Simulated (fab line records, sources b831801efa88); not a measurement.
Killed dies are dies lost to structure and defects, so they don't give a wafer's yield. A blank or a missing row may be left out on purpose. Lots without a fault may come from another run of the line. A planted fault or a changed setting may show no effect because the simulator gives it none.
A struck lot beside a sound one | flow sky130 | 16 steps out of a route of 708
Sound: wafers L545.4, L545.5, L545.6. Struck: wafer L563.6. (L563.2 of the same lot was not struck and is left out.) The cause comes at the end.
At each step with rows: each side's tool, then ch and its chambers, then its first start. Under that, the readings that differ: sound wafers | struck wafers | difference of the means | sigmas: that difference in standard deviations of wafers without a fault.
alike: readings whose means differ by less than 2 such deviations, and words and numbers that are the same on both sides. not compared: withheld readings, readings that some wafer has no value for, bounds like >300 that may hide the same value, and numbers for which the record gives no deviation and whose values overlap.
The two part at a step that has a row with sigmas, a row that says differs or no value, or rows on one side only. Numbers that don't overlap but have no deviation are shown without sigmas and don't part them. A reading that every wafer of one side lacks parts them only if that side has two wafers or more.

first, 2 steps without rows for these wafers: SKY_METAL3_PEB_11; SKY_METAL3_DEVELOP_12 (develop time 60 s).
SKY_METAL3_CD_MEAS_13: target cd 300 nm.
  sound on cd_sem-02, day 38 10:52; struck on cd_sem-02, day 43 17:59
  alike: cd_nm
SKY_METAL3_OVL_MEAS_14:
  sound on overlay-02, day 38 10:57; struck on overlay-02, day 43 18:06
  alike: METAL3_OVL
SKY_METAL3_DESCUM_15: chemistry O2, time 8 s.
  sound on rie_metal-02 ch 0,1, day 38 10:59; struck on rie_metal-02 ch 1, day 43 18:08
  alike: chamber_pressure_mTorr, drypump_motor_current_A, oes_product_au
  not compared: rf_hours_counter_h
SKY_METAL3_ETCH_16: etches BARC in N2/H2, stops on SiO2, time 88.2 s, target depth 60 nm.
  sound on rie_metal-02 ch 0,1, day 38 11:02; struck on rie_metal-02 ch 1, day 43 18:10
  alike: chamber_pressure_mTorr, drypump_motor_current_A, oes_product_au, throttle_valve_pct
  not compared: rf_hours_counter_h
then, 1 step without rows for these wafers: SKY_METAL3_ETCH_17 (etches SiO2 in C4F8/O2/Ar, stops on TiN, time 3.9 s, target depth 15 nm).
SKY_METAL3_METAL_ETCH_18: etches the open film in Cl2/BCl3, stops on SiO2, target depth 845 nm, time 183.1 s.
  sound on rie_metal-01 ch 0,1, day 38 11:10; struck on rie_metal-01 ch 0, day 43 18:17
  alike: chamber_pressure_mTorr, drypump_motor_current_A, oes_product_au, throttle_valve_pct
  not compared: rf_hours_counter_h
SKY_METAL3_STRIP_19: strips in O2/N2.
  sound on plasma_asher-01 ch 0,1, day 38 11:20; struck on plasma_asher-02 ch 1, day 43 18:28
  alike: chamber_pressure_mTorr, drypump_motor_current_A, oes_product_au, strip_time_to_endpoint_s
  not compared: rf_hours_counter_h
then, 3 steps without rows for these wafers: SKY_METAL3_STRIP_20 (strips in post etch residue remover, time 1200 s); SKY_METAL3_CLEAN_21 (cleans in IPA, time 180 s); SKY_METAL3_CLEAN_22 (cleans in O3/DIW).
SKY_VIA3_HDPCVD_00: deposits SiO2, target thk 1635 nm, time 272.5 s.
  sound on hdpcvd-02 ch 0,1,2, day 38 12:04; struck on hdpcvd-01 ch 1, day 43 19:05
  reading                                  | sound             | struck | difference | sigmas
  run_length_s (s)                         | 299.8 300.2 300.4 | 203.6  | -96.5      | -99 or more
  model.SiO2_of_VIA3_HDPCVD_00.thk_nm (nm) | 1620 1621 1618    | 1088   | -532       |
SKY_VIA3_THK_MEAS_01:
  sound on film_metro-03, day 38 12:11; struck on film_metro-04, day 43 19:16
  reading              | sound          | struck | difference | sigmas
  VIA3_HDPCVD_THK (nm) | 1620 1622 1617 | 1089   | -531       | -41
SKY_VIA3_CMP_02: polishes SiO2.
  sound on cmp-01 ch 1,2, day 38 12:16; struck on cmp-01 ch 2, day 43 19:19
  alike: motor_current_A, slurry_flow_ml_min
-- the record jumps here: 6 days lie between the struck wafers' starts before and after (it left off in module VIA3 and takes up again in module PAD_OPEN, whose first step shown is number 708 of the route) --
SKY_PAD_OPEN_PROBE_99:
  sound on prober-02, day 45 16:44; struck on prober-02, day 49 22:50
  reading                               | sound                | struck  | difference | sigmas
  killed_at_contacts                    | 31 27 23             | 13      | -14        | -3
  model.etest.tester.sort_n_pass        | 393 414 400          | 239     | -163       |
  model.etest.tester.sort_yield_pct (%) | 79.88 84.15 81.3     | 48.58   | -33.20     |
  model.etest.tester.sort_bin_3_pct (%) | 1.22 1.423 0.813     | 35.09   | +33.94     |
  model.etest.met4_comb.leak_log10_a_um | -11.88 -12.07 -11.85 | -6.867  | +5.066     |
  model.etest.tester.sort_bin_8_pct (%) | 0 0 0                | 0.06959 | +0.06959   |
  alike: defect_limited_yield, killed_at_M0_to_M3, killed_at_M4_up, killed_at_front_end, killed_at_other, killed_dies, killed_on_rim, killed_open, killed_short

WHERE THEY PART
First at SKY_VIA3_HDPCVD_00; last, within this record, at SKY_PAD_OPEN_PROBE_99.

WHY: what the simulator had put in
Process parameter drift: hdpcvd-01, from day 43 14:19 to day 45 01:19, at SKY_VIA3_HDPCVD_00. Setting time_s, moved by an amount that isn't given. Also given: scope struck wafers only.
